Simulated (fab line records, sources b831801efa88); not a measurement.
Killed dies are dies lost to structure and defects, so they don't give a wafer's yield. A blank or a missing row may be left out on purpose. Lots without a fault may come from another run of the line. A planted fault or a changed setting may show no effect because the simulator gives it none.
Which tool did it? | flow gf180mcu | 13 lots, 39 wafers sampled, at 3 steps of a route of 602

WHAT THE GAUGES READ, wafer by wafer
GF_VT_IMPLANT_OVL_MEAS_18.
lot  | measured     | on         | VT_IMPLANT_01_OVL (nm)
L387 | day 6 04:58  | overlay-02 | -0.4 1.3 -0.3
L388 | day 6 10:04  | overlay-01 | 0.5 1.9 0.7
L391 | day 7 06:20  | overlay-01 | -1.9 -0.6 -2.5
L394 | day 8 00:01  | overlay-01 | 1.9 1.0 -1.0
L399 | day 9 11:58  | overlay-01 | -1.0 -0.6 0.3
L400 | day 9 17:22  | overlay-01 | -1.9 -1.0 -1.3
L402 | day 10 06:21 | overlay-02 | 0.3 0.0 0.1
L403 | day 10 12:46 | overlay-01 | -0.7 0.0 1.3
L405 | day 11 02:16 | overlay-01 | 0.8 -0.4 0.7
L407 | day 11 11:58 | overlay-01 | 1.2 0.9 -0.4
L408 | day 11 17:21 | overlay-02 | -1.8 -1.2 -1.6
L409 | day 12 01:25 | overlay-02 | 2.0 1.0 2.1
L410 | day 12 07:31 | overlay-01 | -0.1 -0.8 -0.4

WHICH TOOL RAN EACH LOT (tool, then ch and the chambers of the sampled wafers, then the start)
lot  | GF_DNWELL_EXPOSE_04                | GF_DNWELL_STRIP_08
L387 | iline_stepper-01 ch 0, day 2 12:14 | plasma_asher-02 ch 0,1, day 2 18:39
L388 | iline_stepper-01 ch 0, day 2 17:53 | plasma_asher-02 ch 0,1, day 2 23:45
L391 | iline_stepper-02 ch 0, day 3 09:11 | plasma_asher-04 ch 0,1, day 3 15:35
L394 | iline_stepper-01 ch 0, day 4 00:52 | plasma_asher-02 ch 0,1, day 4 07:28
L399 | iline_stepper-02 ch 0, day 5 04:32 | plasma_asher-04 ch 0,1, day 5 11:25
L400 | iline_stepper-01 ch 0, day 5 10:41 | plasma_asher-01 ch 0,1, day 5 17:43
L402 | iline_stepper-01 ch 0, day 5 21:05 | plasma_asher-02 ch 0,1, day 6 04:24
L403 | iline_stepper-01 ch 0, day 6 02:31 | plasma_asher-04 ch 0,1, day 6 09:24
L405 | iline_stepper-02 ch 0, day 6 11:50 | plasma_asher-04 ch 0,1, day 6 19:44
L407 | iline_stepper-01 ch 0, day 6 20:46 | plasma_asher-02 ch 0,1, day 7 04:23
L408 | iline_stepper-01 ch 0, day 7 01:55 | plasma_asher-04 ch 0,1, day 7 09:57
L409 | iline_stepper-02 ch 0, day 7 07:53 | plasma_asher-02 ch 0,1, day 7 15:31
L410 | iline_stepper-01 ch 0, day 7 12:29 | plasma_asher-02 ch 0,1, day 7 20:18
- GF_DNWELL_EXPOSE_04: exposes mask DNWELL, target cd 1700 nm.
- GF_DNWELL_STRIP_08: strips in O2/N2.

WHAT THE TOOLS THEMSELVES READ (means of the sampled wafers that have a number; where no wafer has one, the mark that the record gives instead)
GF_DNWELL_STRIP_08.
lot  | tool            | drypump_motor_current_A (A) | heater_power_w (W) | oes_product_au (a.u.) | strip_time_to_endpoint_s (s)
L387 | plasma_asher-02 | 5.9                         | 324                | 0.719                 | 36.85
L388 | plasma_asher-02 | 6.1                         | 305                | 0.720                 | 36.97
L391 | plasma_asher-04 | 5.4                         | 351                | 0.724                 | 37.17
L394 | plasma_asher-02 | 5.9                         | 324                | 0.718                 | 37.08
L399 | plasma_asher-04 | 5.4                         | 351                | 0.727                 | 37.07
L400 | plasma_asher-01 | 5.8                         | 348                | 0.723                 | 36.92
L402 | plasma_asher-02 | 6.0                         | 306                | 0.727                 | 36.88
L403 | plasma_asher-04 | 5.1                         | 338                | 0.724                 | 36.81
L405 | plasma_asher-04 | 5.1                         | 335                | 0.719                 | 37.12
L407 | plasma_asher-02 | 5.9                         | 319                | 0.723                 | 37.04
L408 | plasma_asher-04 | 5.5                         | 349                | 0.723                 | 36.98
L409 | plasma_asher-02 | 5.9                         | 317                | 0.727                 | 36.92
L410 | plasma_asher-02 | 5.9                         | 318                | 0.728                 | 37.08

THE ANSWER, worked out from the rows above alone
Rule: what is usual is taken from the lots themselves. Put in order of their means at a reading, lots are off if they are a third of the lots or fewer, leave a main group of 4 or more, and stand apart from it by a gap of 3 or more times the standard deviation of the main group's means; of several such gaps the widest counts. A main group whose means are all the same, to the digits that the tables above print for the reading, isn't used. A lot without any number at a reading at which 4 lots or more have one is off too. The other lots that the step has rows for count as sound. The gauges are gone through in route order, then the tools' own readings, and for those a lot's mean is taken as printed above. The first step at which some lot is off is used, and at that step the reading that is off furthest; a lot without a number counts as furthest.
No lot is off at any reading shown: from this, nothing can be told.

WHAT THE SIMULATOR HAD PUT IN
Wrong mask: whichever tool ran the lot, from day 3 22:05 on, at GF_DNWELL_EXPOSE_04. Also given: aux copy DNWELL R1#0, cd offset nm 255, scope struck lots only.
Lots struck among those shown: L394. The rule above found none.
